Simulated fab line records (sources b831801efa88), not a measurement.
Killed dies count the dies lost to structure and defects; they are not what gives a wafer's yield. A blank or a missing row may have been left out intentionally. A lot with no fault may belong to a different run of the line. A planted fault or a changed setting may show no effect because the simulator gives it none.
Which tool did it? :: flow sfq_line :: 42 wafers from 14 lots sampled at 3 of the route's 325 steps

== WHAT THE GAUGES SHOWED, per wafer ==
SFQ_M4_RS_MEAS_924: the measuring method here is four-point-probe.
lot: L976
measured: day 49 12:45
on: film_metro-03
M4_NB_RS (ohm/sq): 0.879 0.877 0.888

lot: L977
measured: day 49 18:46
on: film_metro-02
M4_NB_RS (ohm/sq): 0.889 0.890 0.903

lot: L979
measured: day 49 22:20
on: film_metro-03
M4_NB_RS (ohm/sq): 0.898 0.888 0.884

lot: L980
measured: day 50 00:46
on: film_metro-02
M4_NB_RS (ohm/sq): 0.883 0.885 0.884

lot: L981
measured: day 50 04:28
on: film_metro-02
M4_NB_RS (ohm/sq): 0.896 0.907 0.895

lot: L982
measured: day 50 05:43
on: film_metro-04
M4_NB_RS (ohm/sq): 0.898 0.900 0.918

lot: L983
measured: day 50 08:04
on: film_metro-02
M4_NB_RS (ohm/sq): 0.881 0.873 0.867

lot: L986
measured: day 50 17:49
on: film_metro-03
M4_NB_RS (ohm/sq): 0.873 0.886 0.878

lot: L987
measured: day 50 21:24
on: film_metro-04
M4_NB_RS (ohm/sq): 0.878 0.878 0.880

lot: L990
measured: day 51 00:59
on: film_metro-02
M4_NB_RS (ohm/sq): 0.889 0.891 0.506 0.891 0.892 0.505

lot: L993
measured: day 51 07:00
on: film_metro-04
M4_NB_RS (ohm/sq): 0.894 0.895 0.507 0.893 0.895 0.508

lot: L995
measured: day 51 09:23
on: film_metro-04
M4_NB_RS (ohm/sq): 0.868 0.873 0.876

lot: L997
measured: day 52 05:55
on: film_metro-04
M4_NB_RS (ohm/sq): 0.880 0.875 0.881

lot: L999
measured: day 52 13:06
on: film_metro-02
M4_NB_RS (ohm/sq): 0.906 0.891 0.911

== EACH LOT AND THE TOOL THAT RAN IT (in order: tool; ch and the chambers of the sampled wafers; start) ==
lot: L976
SFQ_TRILAYER_M3_STRIP_STRIP_079: rie_metal-03 ch 0,1, day 42 03:19
SFQ_TRILAYER_M4_DEP_SPUTTER_091: pvd_sputter-06, day 49 12:38

lot: L977
SFQ_TRILAYER_M3_STRIP_STRIP_079: rie_metal-04 ch 1, day 42 07:29
SFQ_TRILAYER_M4_DEP_SPUTTER_091: pvd_sputter-03, day 49 18:38

lot: L979
SFQ_TRILAYER_M3_STRIP_STRIP_079: rie_metal-01 ch 0,1, day 42 11:43
SFQ_TRILAYER_M4_DEP_SPUTTER_091: pvd_sputter-06, day 49 22:14

lot: L980
SFQ_TRILAYER_M3_STRIP_STRIP_079: rie_metal-01 ch 0,1, day 42 14:19
SFQ_TRILAYER_M4_DEP_SPUTTER_091: pvd_sputter-04, day 50 00:38

lot: L981
SFQ_TRILAYER_M3_STRIP_STRIP_079: rie_metal-01 ch 0,1, day 42 16:31
SFQ_TRILAYER_M4_DEP_SPUTTER_091: pvd_sputter-06, day 50 04:22

lot: L982
SFQ_TRILAYER_M3_STRIP_STRIP_079: rie_metal-03 ch 0,1, day 42 17:56
SFQ_TRILAYER_M4_DEP_SPUTTER_091: pvd_sputter-03, day 50 05:34

lot: L983
SFQ_TRILAYER_M3_STRIP_STRIP_079: rie_metal-03 ch 0,1, day 42 21:41
SFQ_TRILAYER_M4_DEP_SPUTTER_091: pvd_sputter-04, day 50 07:58

lot: L986
SFQ_TRILAYER_M3_STRIP_STRIP_079: rie_metal-01 ch 1, day 43 05:37
SFQ_TRILAYER_M4_DEP_SPUTTER_091: pvd_sputter-04, day 50 17:41

lot: L987
SFQ_TRILAYER_M3_STRIP_STRIP_079: rie_metal-03 ch 0,1, day 43 07:01
SFQ_TRILAYER_M4_DEP_SPUTTER_091: pvd_sputter-06, day 50 21:17

lot: L990
SFQ_TRILAYER_M3_STRIP_STRIP_079: rie_metal-01 ch 1, day 43 11:59
SFQ_TRILAYER_M4_DEP_SPUTTER_091: pvd_sputter-06, day 51 00:53

lot: L993
SFQ_TRILAYER_M3_STRIP_STRIP_079: rie_metal-03 ch 0,1, day 43 16:37
SFQ_TRILAYER_M4_DEP_SPUTTER_091: pvd_sputter-06, day 51 06:53

lot: L995
SFQ_TRILAYER_M3_STRIP_STRIP_079: rie_metal-03 ch 0,1, day 43 19:13
SFQ_TRILAYER_M4_DEP_SPUTTER_091: pvd_sputter-04, day 51 09:18

lot: L997
SFQ_TRILAYER_M3_STRIP_STRIP_079: rie_metal-01 ch 0,1, day 45 02:01
SFQ_TRILAYER_M4_DEP_SPUTTER_091: pvd_sputter-04, day 52 05:49

lot: L999
SFQ_TRILAYER_M3_STRIP_STRIP_079: rie_metal-04 ch 1, day 45 04:35
SFQ_TRILAYER_M4_DEP_SPUTTER_091: pvd_sputter-03, day 52 13:01
- SFQ_TRILAYER_M3_STRIP_STRIP_079: strips in O2.
- SFQ_TRILAYER_M4_DEP_SPUTTER_091: material Nb, target thk 200 nm, time 133.3 s.

== WHAT THE TOOLS THEMSELVES READ (means of the sampled wafers that have a number; where no wafer has one, the mark that the record gives instead) ==
SFQ_TRILAYER_M3_STRIP_STRIP_079.
lot: L976
tool: rie_metal-03
chamber_pressure_mTorr (mTorr): 50.05
drypump_motor_current_A (A): 5.35
oes_product_au (a.u.): 1.015

lot: L977
tool: rie_metal-04
chamber_pressure_mTorr (mTorr): 50.00
drypump_motor_current_A (A): 6.06
oes_product_au (a.u.): 1.009

lot: L979
tool: rie_metal-01
chamber_pressure_mTorr (mTorr): 50.04
drypump_motor_current_A (A): 5.73
oes_product_au (a.u.): 1.007

lot: L980
tool: rie_metal-01
chamber_pressure_mTorr (mTorr): 49.97
drypump_motor_current_A (A): 5.74
oes_product_au (a.u.): 1.003

lot: L981
tool: rie_metal-01
chamber_pressure_mTorr (mTorr): 50.02
drypump_motor_current_A (A): 5.61
oes_product_au (a.u.): 1.012

lot: L982
tool: rie_metal-03
chamber_pressure_mTorr (mTorr): 49.99
drypump_motor_current_A (A): 5.35
oes_product_au (a.u.): 1.017

lot: L983
tool: rie_metal-03
chamber_pressure_mTorr (mTorr): 49.99
drypump_motor_current_A (A): 5.32
oes_product_au (a.u.): 1.003

lot: L986
tool: rie_metal-01
chamber_pressure_mTorr (mTorr): 50.00
drypump_motor_current_A (A): 5.47
oes_product_au (a.u.): 1.014

lot: L987
tool: rie_metal-03
chamber_pressure_mTorr (mTorr): 49.99
drypump_motor_current_A (A): 5.32
oes_product_au (a.u.): 1.011

lot: L990
tool: rie_metal-01
chamber_pressure_mTorr (mTorr): 50.01
drypump_motor_current_A (A): 5.45
oes_product_au (a.u.): 1.008

lot: L993
tool: rie_metal-03
chamber_pressure_mTorr (mTorr): 49.99
drypump_motor_current_A (A): 5.32
oes_product_au (a.u.): 1.005

lot: L995
tool: rie_metal-03
chamber_pressure_mTorr (mTorr): 49.96
drypump_motor_current_A (A): 5.34
oes_product_au (a.u.): 1.012

lot: L997
tool: rie_metal-01
chamber_pressure_mTorr (mTorr): 49.98
drypump_motor_current_A (A): 5.60
oes_product_au (a.u.): 1.011

lot: L999
tool: rie_metal-04
chamber_pressure_mTorr (mTorr): 50.01
drypump_motor_current_A (A): 6.06
oes_product_au (a.u.): 1.003

SFQ_TRILAYER_M4_DEP_SPUTTER_091.
lot: L976
tool: pvd_sputter-06
throttle_valve_pct (%): 29.3

lot: L977
tool: pvd_sputter-03
throttle_valve_pct (%): 29.9

lot: L979
tool: pvd_sputter-06
throttle_valve_pct (%): 28.9

lot: L980
tool: pvd_sputter-04
throttle_valve_pct (%): 31.2

lot: L981
tool: pvd_sputter-06
throttle_valve_pct (%): 30.1

lot: L982
tool: pvd_sputter-03
throttle_valve_pct (%): 30.1

lot: L983
tool: pvd_sputter-04
throttle_valve_pct (%): 31.0

lot: L986
tool: pvd_sputter-04
throttle_valve_pct (%): 31.0

lot: L987
tool: pvd_sputter-06
throttle_valve_pct (%): 29.3

lot: L990
tool: pvd_sputter-06
throttle_valve_pct (%): 29.9

lot: L993
tool: pvd_sputter-06
throttle_valve_pct (%): 29.4

lot: L995
tool: pvd_sputter-04
throttle_valve_pct (%): 31.1

lot: L997
tool: pvd_sputter-04
throttle_valve_pct (%): 31.1

lot: L999
tool: pvd_sputter-03
throttle_valve_pct (%): 30.5

== THE ANSWER, worked out from the rows above alone ==
Rule: what is usual is taken from the lots themselves. Put in order of their means at a reading, lots are off if they are a third of the lots or fewer, leave a main group of 4 or more, and stand apart from it by a gap of 3 or more times the standard deviation of the main group's means; of several such gaps the widest counts. Not used: any main group whose means are identical at the precision the tables above print for the reading. Also off: a lot with no number at a reading for which 4 or more lots have one. All remaining lots with rows at the step are treated as sound. First the gauges in route order, then the tools' own readings, where a lot's mean is used as printed above. The first step at which some lot is off is used, and at that step the reading that is off furthest; a lot without a number counts as furthest.
Off: L990, L993, seen at SFQ_M4_RS_MEAS_924 (M4_NB_RS). The main group has a mean of 0.887 ohm/sq with a standard deviation of 0.011.
A tool fits if, at a process step before that reading, it ran every lot that is off, and no sound lot after the first of them. Those tools and the gauges at SFQ_M4_RS_MEAS_924 are tried in the same way. One candidate fits, namely pvd_sputter-06 at SFQ_TRILAYER_M4_DEP_SPUTTER_091. A fault onset in the window from L987 (day 50 21:17, its last sound lot) to L990 (day 51 00:53, its first lot off) fits.

== WHAT WAS PUT IN BY THE SIMULATOR ==
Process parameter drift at SFQ_TRILAYER_M4_DEP_SPUTTER_091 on pvd_sputter-06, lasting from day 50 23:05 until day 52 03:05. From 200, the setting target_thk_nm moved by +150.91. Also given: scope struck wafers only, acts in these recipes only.
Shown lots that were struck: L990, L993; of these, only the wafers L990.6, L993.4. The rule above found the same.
